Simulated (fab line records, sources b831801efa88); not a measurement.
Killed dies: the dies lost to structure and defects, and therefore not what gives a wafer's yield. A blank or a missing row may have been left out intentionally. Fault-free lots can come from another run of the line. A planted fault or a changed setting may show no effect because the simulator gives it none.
What tool caused it?	flow sfq_line	16 lots with 48 wafers sampled at 3 steps, on a route of 325 steps

## WHAT THE GAUGES READ, wafer by wafer
SFQ_I5_OVL_MEAS_936. Usual: I5_OVL typically reads -1 nm, with standard deviation 4.9.
lot	measured	on	I5_OVL (nm)	flag
L434	day 68 10:43	overlay-02	7 3 1	
L435	day 68 14:20	overlay-02	-6 -6 -4	
L436	day 69 21:41	overlay-02	-8 -7 -2	
L437	day 70 00:04	overlay-02	3 -2 -2	
L438	day 70 03:40	overlay-01	-6 4 -2	
L439	day 70 17:00	overlay-02	-1 5 9	
L440	day 71 01:24	overlay-02	1 -4 -3	
L441	day 71 06:12	overlay-02	-8 -14 -3	
L442	day 71 14:36	overlay-01	148 145 146 148 144 145	OFF
L443	day 72 11:10	overlay-01	140 146 145 139 143 144	OFF
L445	day 72 13:24	overlay-02	140 140 139 140 138 139	OFF
L444	day 72 15:48	overlay-02	146 152 141 143 149 140	OFF
L452	day 73 22:46	overlay-01	-1 1 2	
L453	day 74 09:24	overlay-01	-2 -11 -2	
L454	day 74 15:24	overlay-01	3 2 5	
L455	day 74 18:59	overlay-01	-9 -4 -5	

## TOOL THAT RAN EACH LOT (tool first, then ch and the chambers of the sampled wafers, then the start)
lot	SFQ_TRILAYER_R5_DEP_SPUTTER_134	SFQ_TRILAYER_I5_LITHO_EXPOSE_145
L434	pvd_sputter-03, day 56 04:29	krf_scanner-01 ch 0, day 68 09:13
L435	pvd_sputter-03, day 56 08:06	krf_scanner-01 ch 0, day 68 13:13
L436	pvd_sputter-03, day 57 17:50	krf_scanner-01 ch 0, day 69 20:22
L437	pvd_sputter-05, day 57 21:25	krf_scanner-01 ch 0, day 69 22:34
L438	pvd_sputter-03, day 58 01:01	krf_scanner-01 ch 0, day 70 02:10
L439	pvd_sputter-05, day 58 17:49	krf_scanner-02 ch 0, day 70 15:42
L440	pvd_sputter-05, day 59 03:38	krf_scanner-02 ch 0, day 71 00:06
L441	pvd_sputter-05, day 59 10:38	krf_scanner-02 ch 0, day 71 04:42
L442	pvd_sputter-03, day 59 18:02	krf_scanner-02 ch 0, day 71 13:06
L443	pvd_sputter-04, day 60 14:08	krf_scanner-02 ch 0, day 72 10:06
L445	pvd_sputter-03, day 60 16:49	krf_scanner-02 ch 0, day 72 11:54
L444	pvd_sputter-05, day 60 19:12	krf_scanner-02 ch 0, day 72 14:18
L452	pvd_sputter-04, day 63 00:19	krf_scanner-01 ch 0, day 73 21:28
L453	pvd_sputter-04, day 69 06:12	krf_scanner-01 ch 0, day 74 08:05
L454	pvd_sputter-03, day 69 13:51	krf_scanner-01 ch 0, day 74 14:05
L455	pvd_sputter-05, day 70 00:13	krf_scanner-01 ch 0, day 74 17:29
- SFQ_TRILAYER_R5_DEP_SPUTTER_134: material Ti, target thk 5 nm, time 5 s.
- SFQ_TRILAYER_I5_LITHO_EXPOSE_145: exposes mask I5, target cd 700 nm.

## AS READ BY THE TOOLS THEMSELVES (means over the sampled wafers that have a number; for cases with no such wafer, the mark the record gives instead)
SFQ_TRILAYER_R5_DEP_SPUTTER_134. Usual: 29.4 % for throttle_valve_pct, sd 1.1.
lot	tool	throttle_valve_pct (%)	flag
L434	pvd_sputter-03	29.3	
L435	pvd_sputter-03	29.1	
L436	pvd_sputter-03	29.4	
L437	pvd_sputter-05	31.2	
L438	pvd_sputter-03	29.7	
L439	pvd_sputter-05	29.8	
L440	pvd_sputter-05	29.2	
L441	pvd_sputter-05	29.1	
L442	pvd_sputter-03	29.4	
L443	pvd_sputter-04	28.8	
L445	pvd_sputter-03	29.2	
L444	pvd_sputter-05	29.3	
L452	pvd_sputter-04	29.2	
L453	pvd_sputter-04	29.2	
L454	pvd_sputter-03	29.1	
L455	pvd_sputter-05	29.0	

## THE ANSWER, worked out from the rows above alone
Rule: take the mean of a lot's wafers that have a number; if it is more than 3 standard deviations from the usual mean, the lot is off. A lot without any number at a reading at which 4 lots or more have one is off too. The other lots that the step has rows for count as sound. First the gauges in route order, then the tools' own readings, where a lot's mean is used as printed above. The first step at which some lot is off is used, and at that step the reading that is off furthest; a lot without a number counts as furthest.
Off: L442, L443, L445, L444, at SFQ_I5_OVL_MEAS_936 (I5_OVL).
A tool fits if, at a process step before that reading, it ran every lot that is off, and no sound lot after the first of them. The gauges at SFQ_I5_OVL_MEAS_936 are tried like those tools. One candidate fits, namely krf_scanner-02 at SFQ_TRILAYER_I5_LITHO_EXPOSE_145. Its last sound lot is L441 (day 71 04:42), its first lot that is off L442 (day 71 13:06): a fault that began between those two fits.

## WHAT THE SIMULATOR HAD INSERTED
Scanner matching overlay: krf_scanner-02, from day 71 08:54 on, at SFQ_TRILAYER_I5_LITHO_EXPOSE_145. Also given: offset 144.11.
Lots struck among those shown: L442, L443, L445, L444. The rule above found the same.
